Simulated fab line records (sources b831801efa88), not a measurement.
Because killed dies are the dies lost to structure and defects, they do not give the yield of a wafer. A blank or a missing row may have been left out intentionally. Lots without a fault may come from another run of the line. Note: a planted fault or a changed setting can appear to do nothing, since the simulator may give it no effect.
fab line records	flow sky130
record lots=24	wafers=72	lastDay=50
route steps=708 shown PWDE@55 SONOS_ONO@171 LOCAL_INTERCONNECT@402 CONTACT@431 METAL1@437
lots untouched by any fault: they come from a run of this same line in which no faults occurred
startH: the number of hours between the record's first day and the start of the first shown wafer of the lot	waitH: how many hours have passed since the lot's step before this one	" the same as in the row above	L1.1+2: a row that stands for several wafers	- value missing, or start not given	* or withheld: withheld	< > ~ a bound
route shown NAME@n: names a module that has steps shown in the file, with the first one's number in the route	usual: mean/standard deviation taken from wafers without a fault	same: alike in all rows	chamber/n: place in a boat	sites: the reading at each site	_std_site: their standard deviation	_edge_site: inner sites' mean taken away from outer sites' mean	radiusMm: how far each site lies from the wafer's centre	mask NAME#n: copy n	behind: the most recent tool/chamber to have shaped the wafer	hold: what put the lot on hold/how long, in hours/how the hold closed	device: the n, p or np transistor that did not switch	end of line: the same wafers' tests at the end of the route	for a step that has no rows: nothing shown but its recipe	killed: dies that structure and defects cost at the first sort, which is not the same as the wafer's yield	map: per-die view of a wafer (x killed, . not killed, _ where there is no die)
set.NAME: setting as actually run; set.NAME@STEP: the setting as run at that earlier step	model.NAME: the simulator's own value behind a step, which no gauge read
steps of the route over a sample of lots; a table a step, a row a wafer
services: a tool's chamber out of use, with start hour (startH, from the record's first day; less than 0 if before it), hours out, and reason
## steps
# step SKY_PWDE_TW_MEAS_10
# usual PWDE_TW=375.3/3
lot.wafer	tool	chamber	startH	waitH	PWDE_TW
L074.1	filmMetro-01	-	82.35	0.1	379.0
L074.2	"	-	"	"	379.1
L074.4	"	-	"	"	380.2
L076.2	filmMetro-03	-	85.71	0.1	371.0
L076.3	"	-	"	"	372.7
L076.5	"	-	"	"	372.7
L075.3	filmMetro-01	-	86.07	0.1	379.7
L075.4	"	-	"	"	379.9
L075.5	"	-	"	"	379.1
L077.1	filmMetro-04	-	94.57	0.1	372.0
L077.4	"	-	"	"	370.4
L077.5	"	-	"	"	371.6
L078.2	filmMetro-03	-	94.93	0.1	370.9
L078.3	"	-	"	"	372.3
L078.4	"	-	"	"	374.6
L079.3	filmMetro-04	-	105.05	0.1	373.4
L079.4	"	-	"	"	376.7
L079.5	"	-	"	"	374.6
L080.1	filmMetro-04	-	107.40	0.1	373.2
L080.4	"	-	"	"	374.5
L080.5	"	-	"	"	374.1
L081.1	filmMetro-04	-	108.53	0.1	375.4
L081.2	"	-	"	"	373.7
L081.3	"	-	"	"	374.2
L082.2	filmMetro-01	-	113.74	0.1	377.6
L082.4	"	-	"	"	379.7
L082.6	"	-	"	"	376.8
L083.1	filmMetro-01	-	119.02	0.1	380.6
L083.3	"	-	"	"	379.6
L083.5	"	-	"	"	378.1
L084.1	filmMetro-01	-	127.62	0.1	376.0
L084.4	"	-	"	"	376.5
L084.6	"	-	"	"	378.2
L085.1	filmMetro-04	-	132.12	0.1	372.4
L085.3	"	-	"	"	374.4
L085.5	"	-	"	"	369.9
L086.3	filmMetro-01	-	137.82	0.1	375.8
L086.4	"	-	"	"	379.0
L086.5	"	-	"	"	377.8
L087.2	filmMetro-01	-	146.61	0.1	378.1
L087.3	"	-	"	"	375.7
L087.5	"	-	"	"	377.4
L088.1	filmMetro-01	-	150.25	0.1	375.6
L088.4	"	-	"	"	374.3
L088.6	"	-	"	"	377.9
L089.1	filmMetro-01	-	155.17	0.1	378.1
L089.3	"	-	"	"	376.5
L089.6	"	-	"	"	375.1
L090.2	filmMetro-03	-	157.26	0.1	371.6
L090.4	"	-	"	"	373.8
L090.5	"	-	"	"	371.9
L091.1	filmMetro-03	-	163.27	0.1	374.2
L091.2	"	-	"	"	371.6
L091.4	"	-	"	"	372.3
L092.1	filmMetro-01	-	167.08	0.1	377.3
L092.2	"	-	"	"	376.8
L092.3	"	-	"	"	374.8
L093.2	filmMetro-03	-	175.63	0.1	374.9
L093.3	"	-	"	"	375.8
L093.4	"	-	"	"	374.6
L094.2	filmMetro-01	-	179.66	0.1	379.6
L094.5	"	-	"	"	377.2
L094.6	"	-	"	"	378.1
L095.1	filmMetro-04	-	184.40	0.1	374.4
L095.3	"	-	"	"	371.1
L095.4	"	-	"	"	371.1
L096.4	filmMetro-01	-	198.20	0.1	378.4
L096.5	"	-	"	"	375.8
L096.6	"	-	"	"	378.6
L097.1	filmMetro-03	-	202.95	0.1	369.9
L097.3	"	-	"	"	373.1
L097.4	"	-	"	"	372.1
# step SKY_SONOS_ONO_THK_MEAS_03
# recipe reads=Si3N4_of_SONOS_ONO_CVD_02
# usual SONOS_ONO_CVD_02_THK=10.69/0.15
lot.wafer	tool	chamber	startH	waitH	SONOS_ONO_CVD_02_THK[nm]
L074.1	filmMetro-02	-	272.04	0.0	10.71
L074.2	"	-	"	"	10.66
L074.4	"	-	"	"	10.72
L076.2	filmMetro-04	-	275.86	0.0	10.84
L076.3	"	-	"	"	10.86
L076.5	"	-	"	"	11.01
L075.3	filmMetro-02	-	277.22	0.0	10.57
L075.4	"	-	"	"	10.53
L075.5	"	-	"	"	10.67
L077.1	filmMetro-03	-	291.26	0.0	10.77
L077.4	"	-	"	"	10.71
L077.5	"	-	"	"	10.69
L078.2	filmMetro-04	-	292.84	0.0	10.76
L078.3	"	-	"	"	10.68
L078.4	"	-	"	"	10.69
L079.3	filmMetro-02	-	304.77	0.0	10.69
L079.4	"	-	"	"	10.55
L079.5	"	-	"	"	10.76
L080.1	filmMetro-03	-	307.60	0.0	10.61
L080.4	"	-	"	"	10.68
L080.5	"	-	"	"	10.71
L081.1	filmMetro-02	-	311.64	0.0	10.69
L081.2	"	-	"	"	10.60
L081.3	"	-	"	"	10.71
L082.2	filmMetro-04	-	322.96	0.0	10.72
L082.4	"	-	"	"	10.67
L082.6	"	-	"	"	10.72
L083.1	filmMetro-03	-	327.30	0.0	10.99
L083.3	"	-	"	"	10.86
L083.5	"	-	"	"	10.66
L084.1	filmMetro-02	-	337.92	0.0	10.68
L084.4	"	-	"	"	10.78
L084.6	"	-	"	"	10.61
L085.1	filmMetro-04	-	348.12	0.0	10.61
L085.3	"	-	"	"	10.55
L085.5	"	-	"	"	10.80
L086.3	filmMetro-02	-	350.97	0.0	10.68
L086.4	"	-	"	"	10.53
L086.5	"	-	"	"	10.55
L087.2	filmMetro-04	-	366.86	0.0	10.54
L087.3	"	-	"	"	10.60
L087.5	"	-	"	"	10.72
L088.1	filmMetro-03	-	370.46	0.0	10.86
L088.4	"	-	"	"	11.02
L088.6	"	-	"	"	10.74
L089.1	filmMetro-04	-	376.39	0.0	10.93
L089.3	"	-	"	"	10.95
L089.6	"	-	"	"	10.93
L090.2	filmMetro-04	-	379.54	0.0	10.97
L090.4	"	-	"	"	11.00
L090.5	"	-	"	"	10.97
L091.1	filmMetro-03	-	387.29	0.0	10.54
L091.2	"	-	"	"	10.64
L091.4	"	-	"	"	10.72
L092.1	filmMetro-04	-	395.97	0.0	10.69
L092.2	"	-	"	"	10.78
L092.3	"	-	"	"	10.55
L093.2	filmMetro-02	-	408.27	0.0	10.58
L093.3	"	-	"	"	10.46
L093.4	"	-	"	"	10.63
L094.2	filmMetro-02	-	411.11	0.0	10.64
L094.5	"	-	"	"	10.63
L094.6	"	-	"	"	10.64
L095.1	filmMetro-03	-	423.82	0.0	10.50
L095.3	"	-	"	"	10.36
L095.4	"	-	"	"	10.47
L096.4	filmMetro-04	-	436.98	0.0	10.55
L096.5	"	-	"	"	10.63
L096.6	"	-	"	"	10.52
L097.1	filmMetro-02	-	442.23	0.0	10.49
L097.3	"	-	"	"	10.53
L097.4	"	-	"	"	10.52
# step SKY_LOCAL_INTERCONNECT_STRIP_15
# recipe chemistry=O2/N2	powerW=1400	pressureMtorr=1500	platenTempC=withheld	o2FlowSccm=3000	n2FlowSccm=300	overashFraction=0.5
# usual drypumpMotorCurrentA=5.76/0.14	oesProductAu=0.426/0.004	stripTimeToEndpointS=4.721/0.018
# same overashFraction=0.5
lot.wafer	tool	chamber	startH	waitH	drypumpMotorCurrentA	oesProductAu	rfHoursCounterH	stripTimeToEndpointS
L074.1	plasmaAsher-03	0	726.12	0.0	5.95	0.429	86	4.760
L074.2	"	1	"	"	5.68	0.433	86	4.714
L074.4	"	0	"	"	5.96	0.425	-	4.732
L076.2	plasmaAsher-04	0	733.63	0.0	5.30	0.426	102	4.739
L076.3	"	0	"	"	5.32	0.424	-	4.723
L076.5	"	1	"	"	5.65	0.425	-	4.761
L075.3	plasmaAsher-01	1	734.45	0.1	5.73	0.425	-	4.714
L075.4	"	0	"	"	5.75	0.427	-	4.723
L075.5	"	1	"	"	5.74	0.431	-	4.714
L077.1	plasmaAsher-01	1	746.35	0.0	5.72	0.428	64	4.708
L077.4	"	0	"	"	5.78	0.426	-	4.694
L077.5	"	0	"	"	5.78	0.427	-	4.689
L078.2	plasmaAsher-01	1	751.90	0.0	5.74	0.431	64	4.718
L078.3	"	1	"	"	5.74	0.425	-	4.709
L078.4	"	0	"	"	5.74	0.423	-	4.716
L079.3	plasmaAsher-01	1	756.67	0.1	5.73	0.426	-	4.749
L079.4	"	0	"	"	5.74	0.428	-	4.728
L079.5	"	1	"	"	5.72	0.429	-	4.751
L080.1	plasmaAsher-03	1	763.26	0.1	5.69	0.426	90	4.726
L080.4	"	0	"	"	5.97	0.428	-	4.734
L080.5	"	1	"	"	5.69	0.420	-	4.741
L081.1	plasmaAsher-01	1	768.60	0.1	5.73	0.424	66	4.713
L081.2	"	0	"	"	5.77	0.425	66	4.754
L081.3	"	1	"	"	5.73	0.429	-	4.720
L082.2	plasmaAsher-03	1	781.30	0.0	5.68	0.430	92	4.750
L082.4	"	1	"	"	5.71	0.424	-	4.732
L082.6	"	0	"	"	5.94	0.425	-	4.729
L083.1	plasmaAsher-03	1	784.80	0.0	5.71	0.424	92	4.706
L083.3	"	1	"	"	5.70	0.425	-	4.739
L083.5	"	1	"	"	5.71	0.435	-	4.749
L084.1	plasmaAsher-03	1	793.62	0.0	5.66	0.426	93	4.709
L084.4	"	1	"	"	5.67	0.427	-	4.707
L084.6	"	1	"	"	5.67	0.426	-	4.719
L085.1	plasmaAsher-01	1	801.80	0.0	5.72	0.425	69	4.704
L085.3	"	1	"	"	5.72	0.425	-	4.718
L085.5	"	1	"	"	5.73	0.425	-	4.715
L086.3	plasmaAsher-01	1	807.05	0.1	5.74	0.427	-	4.736
L086.4	"	0	"	"	5.75	0.429	-	4.741
L086.5	"	1	"	"	5.73	0.430	-	4.750
L087.2	plasmaAsher-04	1	820.49	0.1	5.64	0.427	7	4.727
L087.3	"	0	"	"	5.29	0.425	-	4.722
L087.5	"	1	"	"	5.65	0.426	-	4.728
L088.1	plasmaAsher-03	0	821.32	0.0	5.98	0.433	96	4.727
L088.4	"	1	"	"	5.69	0.430	-	4.714
L088.6	"	0	"	"	5.98	0.430	-	4.736
L089.1	plasmaAsher-01	1	829.98	0.0	5.72	0.419	72	4.737
L089.3	"	0	"	"	5.74	0.423	-	4.732
L089.6	"	1	"	"	5.74	0.432	-	4.703
L090.2	plasmaAsher-03	0	831.83	0.0	5.98	0.420	97	4.713
L090.4	"	0	"	"	5.99	0.432	-	4.727
L090.5	"	1	"	"	5.67	0.428	-	4.725
L091.1	plasmaAsher-03	1	836.93	0.0	5.72	0.421	98	4.708
L091.2	"	0	"	"	5.96	0.428	98	4.721
L091.4	"	0	"	"	5.96	0.432	-	4.702
L092.1	plasmaAsher-03	0	843.17	0.0	5.98	0.425	98	4.712
L092.2	"	1	"	"	5.70	0.425	98	4.730
L092.3	"	0	"	"	5.96	0.424	-	4.718
L093.2	plasmaAsher-01	0	855.83	0.0	5.76	0.428	74	4.707
L093.3	"	1	"	"	5.74	0.429	-	4.730
L093.4	"	0	"	"	5.75	0.425	-	4.726
L094.2	plasmaAsher-03	0	860.53	0.0	5.98	0.422	100	4.720
L094.5	"	1	"	"	5.67	0.420	-	4.701
L094.6	"	0	"	"	5.96	0.424	-	4.698
L095.1	plasmaAsher-01	0	869.05	0.0	5.74	0.425	76	4.761
L095.3	"	1	"	"	5.74	0.424	-	4.710
L095.4	"	0	"	"	5.74	0.423	-	4.699
L096.4	plasmaAsher-01	0	878.02	0.1	5.78	0.428	-	4.725
L096.5	"	0	"	"	5.77	0.423	-	4.730
L096.6	"	1	"	"	5.73	0.427	-	4.711
L097.1	plasmaAsher-03	0	885.52	0.0	5.98	0.424	102	4.724
L097.3	"	0	"	"	5.99	0.425	-	4.698
L097.4	"	1	"	"	5.70	0.423	-	4.729
# step SKY_CONTACT_RS_MEAS_25
# recipe thkMeasGauge=four-point-probe	reads=W_of_CONTACT_CVD_24+TiN_of_CONTACT_SPUTTER_23
# usual CONTACT_W_RS=0.337/0.0038
lot.wafer	tool	chamber	startH	waitH	CONTACT_W_RS[ohm/sq]
L074.1	filmMetro-02	-	755.79	0.1	0.339
L074.2	"	-	"	"	0.335
L074.4	"	-	"	"	0.338
L076.2	filmMetro-04	-	763.76	0.1	0.338
L076.3	"	-	"	"	0.342
L076.5	"	-	"	"	0.341
L075.3	filmMetro-03	-	764.57	0.1	0.337
L075.4	"	-	"	"	0.341
L075.5	"	-	"	"	0.334
L077.1	filmMetro-03	-	776.30	0.1	0.338
L077.4	"	-	"	"	0.331
L077.5	"	-	"	"	0.338
L078.2	filmMetro-04	-	781.20	0.1	0.330
L078.3	"	-	"	"	0.332
L078.4	"	-	"	"	0.337
L079.3	filmMetro-04	-	786.61	0.1	0.338
L079.4	"	-	"	"	0.334
L079.5	"	-	"	"	0.342
L080.1	filmMetro-02	-	791.91	0.1	0.334
L080.4	"	-	"	"	0.331
L080.5	"	-	"	"	0.332
L081.1	filmMetro-02	-	798.66	0.2	0.342
L081.2	"	-	"	"	0.339
L081.3	"	-	"	"	0.338
L082.2	filmMetro-03	-	810.12	0.1	0.331
L082.4	"	-	"	"	0.335
L082.6	"	-	"	"	0.324
L083.1	filmMetro-04	-	813.76	0.1	0.339
L083.3	"	-	"	"	0.338
L083.5	"	-	"	"	0.341
L084.1	filmMetro-04	-	822.04	0.1	0.337
L084.4	"	-	"	"	0.335
L084.6	"	-	"	"	0.336
L085.1	filmMetro-02	-	830.34	0.1	0.339
L085.3	"	-	"	"	0.340
L085.5	"	-	"	"	0.339
L086.3	filmMetro-04	-	835.58	0.1	0.339
L086.4	"	-	"	"	0.331
L086.5	"	-	"	"	0.334
L087.2	filmMetro-02	-	849.12	0.1	0.333
L087.3	"	-	"	"	0.331
L087.5	"	-	"	"	0.336
L088.1	filmMetro-03	-	850.15	0.1	0.339
L088.4	"	-	"	"	0.339
L088.6	"	-	"	"	0.341
L089.1	filmMetro-04	-	858.76	0.1	0.333
L089.3	"	-	"	"	0.337
L089.6	"	-	"	"	0.337
L090.2	filmMetro-02	-	860.13	0.2	0.337
L090.4	"	-	"	"	0.334
L090.5	"	-	"	"	0.336
L091.1	filmMetro-04	-	864.88	0.1	0.338
L091.2	"	-	"	"	0.334
L091.4	"	-	"	"	0.339
L092.1	filmMetro-03	-	871.68	0.1	0.332
L092.2	"	-	"	"	0.341
L092.3	"	-	"	"	0.340
L093.2	filmMetro-04	-	884.14	0.1	0.342
L093.3	"	-	"	"	0.336
L093.4	"	-	"	"	0.333
L094.2	filmMetro-02	-	888.15	0.1	0.337
L094.5	"	-	"	"	0.340
L094.6	"	-	"	"	0.333
L095.1	filmMetro-04	-	896.93	0.1	0.336
L095.3	"	-	"	"	0.341
L095.4	"	-	"	"	0.335
L096.4	filmMetro-04	-	905.47	0.1	0.335
L096.5	"	-	"	"	0.338
L096.6	"	-	"	"	0.340
L097.1	filmMetro-04	-	913.03	0.1	0.347
L097.3	"	-	"	"	0.346
L097.4	"	-	"	"	0.343
# step SKY_METAL1_SPUTTER_03
# recipe material=Ti	targetThkNm=5	powerW=3000	timeS=3.3	chamberPressurePa=0.4
# usual throttleValvePct=30.5/1.4
# same timeS=3.3
lot.wafer	tool	chamber	startH	waitH	throttleValvePct
L074.1	pvdSputter-02	-	756.34	0.0	29.2
L074.2	"	-	"	"	31.2
L074.4	"	-	"	"	31.7
L076.2	pvdSputter-03	-	764.29	0.0	29.2
L076.3	"	-	"	"	31.0
L076.5	"	-	"	"	32.9
L075.3	pvdSputter-02	-	765.09	0.0	30.4
L075.4	"	-	"	"	32.1
L075.5	"	-	"	"	30.5
L077.1	pvdSputter-03	-	776.86	0.0	31.3
L077.4	"	-	"	"	29.3
L077.5	"	-	"	"	29.4
L078.2	pvdSputter-04	-	781.73	0.0	29.7
L078.3	"	-	"	"	31.8
L078.4	"	-	"	"	28.4
L079.3	pvdSputter-03	-	787.12	0.0	31.5
L079.4	"	-	"	"	33.1
L079.5	"	-	"	"	33.3
L080.1	pvdSputter-04	-	792.60	0.0	32.0
L080.4	"	-	"	"	28.4
L080.5	"	-	"	"	29.8
L081.1	pvdSputter-03	-	799.21	0.0	31.6
L081.2	"	-	"	"	29.6
L081.3	"	-	"	"	33.4
L082.2	pvdSputter-02	-	810.66	0.0	31.3
L082.4	"	-	"	"	30.6
L082.6	"	-	"	"	29.1
L083.1	pvdSputter-03	-	814.31	0.0	33.2
L083.3	"	-	"	"	31.4
L083.5	"	-	"	"	31.1
L084.1	pvdSputter-04	-	822.59	0.0	28.3
L084.4	"	-	"	"	29.6
L084.6	"	-	"	"	28.1
L085.1	pvdSputter-03	-	830.89	0.0	29.9
L085.3	"	-	"	"	29.0
L085.5	"	-	"	"	31.3
L086.3	pvdSputter-04	-	836.09	0.0	28.2
L086.4	"	-	"	"	31.9
L086.5	"	-	"	"	28.3
L087.2	pvdSputter-02	-	849.65	0.0	31.3
L087.3	"	-	"	"	29.1
L087.5	"	-	"	"	30.4
L088.1	pvdSputter-04	-	850.70	0.0	29.8
L088.4	"	-	"	"	31.8
L088.6	"	-	"	"	29.7
L089.1	pvdSputter-02	-	859.31	0.0	31.3
L089.3	"	-	"	"	30.4
L089.6	"	-	"	"	29.1
L090.2	pvdSputter-02	-	860.67	0.0	30.6
L090.4	"	-	"	"	29.1
L090.5	"	-	"	"	31.4
L091.1	pvdSputter-04	-	865.44	0.0	30.0
L091.2	"	-	"	"	29.6
L091.4	"	-	"	"	28.4
L092.1	pvdSputter-02	-	872.24	0.0	32.1
L092.2	"	-	"	"	31.2
L092.3	"	-	"	"	29.0
L093.2	pvdSputter-04	-	884.67	0.0	28.5
L093.3	"	-	"	"	29.8
L093.4	"	-	"	"	29.9
L094.2	pvdSputter-04	-	888.68	0.0	29.9
L094.5	"	-	"	"	29.4
L094.6	"	-	"	"	29.9
L095.1	pvdSputter-04	-	897.48	0.0	28.5
L095.3	"	-	"	"	29.6
L095.4	"	-	"	"	31.6
L096.4	pvdSputter-03	-	905.96	0.0	33.0
L096.5	"	-	"	"	33.1
L096.6	"	-	"	"	31.3
L097.1	pvdSputter-04	-	913.82	0.0	29.7
L097.3	"	-	"	"	29.7
L097.4	"	-	"	"	28.1
# step SKY_METAL1_METAL_ETCH_19
# recipe targetDepthA=3600	stopOn=SiO2	overEtchFrac=0.3	timeS=78	chemistry=Cl2/BCl3	resistSidewallDeg=88	pressureMtorr=10	icpW=900	biasW=48.5	Cl2_flow_sccm=60	bcl3FlowSccm=30
# usual drypumpMotorCurrentA=5.9/0.5	oesProductAu=0.853/0.0056	throttleValvePct=22.263/0.0091
# same timeS=78
lot.wafer	tool	chamber	startH	waitH	drypumpMotorCurrentA	oesProductAu	rfHoursCounterH	throttleValvePct
L074.1	rieMetal-01	0	783.47	0.0	5.9	0.858	3	22.272
L074.2	"	1	"	"	6.1	0.855	8	22.267
L074.4	"	1	"	"	6.1	0.852	-	22.268
L076.2	rieMetal-02	0	791.52	0.0	5.2	0.853	12	22.273
L076.3	"	1	"	"	6.6	0.857	-	22.276
L076.5	"	1	"	"	6.6	0.842	-	22.266
L075.3	rieMetal-01	1	793.03	0.1	6.1	0.850	-	22.259
L075.4	"	0	"	"	5.9	0.850	-	22.260
L075.5	"	1	"	"	6.1	0.853	-	22.251
L077.1	rieMetal-01	1	804.74	0.0	6.1	0.858	9	22.257
L077.4	"	0	"	"	5.9	0.857	-	22.258
L077.5	"	0	"	"	5.9	0.850	-	22.269
L078.2	rieMetal-02	0	808.12	0.0	5.2	0.843	12	22.251
L078.3	"	1	"	"	6.6	0.851	-	22.262
L078.4	"	0	"	"	5.2	0.856	-	22.259
L079.3	rieMetal-02	0	813.93	0.1	5.2	0.854	-	22.275
L079.4	"	0	"	"	5.2	0.840	-	22.268
L079.5	"	0	"	"	5.2	0.851	-	22.272
L080.1	rieMetal-01	1	818.85	0.0	6.1	0.857	9	22.263
L080.4	"	1	"	"	6.1	0.853	-	22.265
L080.5	"	1	"	"	6.1	0.852	-	22.267
L081.1	rieMetal-02	0	825.91	0.1	5.2	0.862	14	22.271
L081.2	"	0	"	"	5.2	0.858	-	22.279
L081.3	"	0	"	"	5.2	0.854	-	22.276
L082.2	rieMetal-02	1	837.50	0.0	6.6	0.850	0	22.258
L082.4	"	0	"	"	5.2	0.859	-	22.259
L082.6	"	0	"	"	5.2	0.854	-	22.267
L083.1	rieMetal-03	0	841.07	0.0	5.4	0.854	4	22.260
L083.3	"	1	"	"	6.2	0.855	-	22.254
L083.5	"	0	"	"	5.4	0.856	-	22.269
L084.1	rieMetal-02	0	849.43	0.0	5.2	0.853	14	22.275
L084.4	"	1	"	"	6.6	0.856	-	22.285
L084.6	"	0	"	"	5.2	0.856	-	22.287
L085.1	rieMetal-01	0	857.45	0.0	5.9	0.849	6	22.253
L085.3	"	0	"	"	5.9	0.844	-	22.266
L085.5	"	0	"	"	5.9	0.847	-	22.272
L086.3	rieMetal-03	1	862.45	0.1	6.2	0.855	-	22.285
L086.4	"	1	"	"	6.2	0.868	-	22.268
L086.5	"	1	"	"	6.2	0.851	-	22.269
L087.2	rieMetal-01	1	874.97	0.0	6.1	0.855	11	22.262
L087.3	"	0	"	"	5.9	0.865	-	22.253
L087.5	"	1	"	"	6.1	0.864	-	22.264
L088.1	rieMetal-03	1	876.73	0.0	6.2	0.857	2	22.275
L088.4	"	0	"	"	5.4	0.863	-	22.260
L088.6	"	0	"	"	5.4	0.857	-	22.247
L089.1	rieMetal-03	1	885.20	0.0	6.2	0.859	2	22.274
L089.3	"	1	"	"	6.2	0.857	-	22.265
L089.6	"	1	"	"	6.2	0.854	-	22.246
L090.2	rieMetal-01	0	886.45	0.0	6.0	0.844	7	22.267
L090.4	"	0	"	"	5.9	0.855	-	22.268
L090.5	"	0	"	"	5.9	0.849	-	22.262
L091.1	rieMetal-02	1	891.68	0.1	6.6	0.847	2	22.264
L091.2	"	1	"	"	6.5	0.861	-	22.263
L091.4	"	1	"	"	6.5	0.847	-	22.256
L092.1	rieMetal-03	0	897.15	0.0	5.4	0.852	6	22.267
L092.2	"	1	"	"	6.2	0.853	3	22.246
L092.3	"	1	"	"	6.2	0.854	-	22.284
L093.2	rieMetal-03	0	909.48	0.0	5.4	0.861	7	22.265
L093.3	"	0	"	"	5.4	0.855	-	22.249
L093.4	"	1	"	"	6.2	0.856	-	22.266
L094.2	rieMetal-02	0	914.12	0.0	5.2	0.849	0	22.257
L094.5	"	1	"	"	6.6	0.851	-	22.264
L094.6	"	0	"	"	5.2	0.853	-	22.275
L095.1	rieMetal-03	1	922.02	0.0	6.2	0.865	4	22.266
L095.3	"	1	"	"	6.2	0.857	-	22.267
L095.4	"	0	"	"	5.4	0.849	-	22.271
L096.4	rieMetal-02	0	931.50	0.1	5.2	0.866	-	22.257
L096.5	"	1	"	"	6.5	0.855	-	22.269
L096.6	"	0	"	"	5.2	0.849	-	22.253
L097.1	rieMetal-02	1	938.97	0.0	6.5	0.856	4	22.272
L097.3	"	1	"	"	6.6	0.848	-	22.269
L097.4	"	0	"	"	5.2	0.858	-	22.250
## services
tool	chamber	startH	hours	kind
pvdSputter-03	0	707.32	-	consumableReplace:kit
rieMetal-02	-	716.44	28.1	pm
plasmaAsher-04	-	733.75	9.0	pm
rieMetal-01	0	735.80	5.2	repair
rieMetal-03	1	740.86	6.4	repair
rieMetal-02	-	756.43	0.3	repair
pvdSputter-04	0	776.16	-	consumableReplace:kit
pvdSputter-04	0	776.16	18.0	scheduledDown
pvdSputter-04	0	776.16	18.0	ventCycle
plasmaAsher-03	-	787.93	0.5	repair
rieMetal-03	-	793.13	0.2	repair
rieMetal-02	1	811.31	-	clean
rieMetal-02	1	811.31	22.4	scheduledDown
rieMetal-02	1	811.31	22.4	ventCycle
rieMetal-03	0	856.76	10.4	repair
plasmaAsher-03	-	870.19	6.1	repair
pvdSputter-03	-	882.81	15.7	repair
pvdSputter-03	-	884.85	2.9	repair
rieMetal-02	0	886.84	-	clean
rieMetal-02	0	886.84	16.0	scheduledDown
rieMetal-02	0	886.84	16.0	ventCycle
plasmaAsher-03	-	895.18	1.1	repair
rieMetal-03	1	897.38	2.3	repair
plasmaAsher-01	-	924.18	2.8	pm
## key
fault none
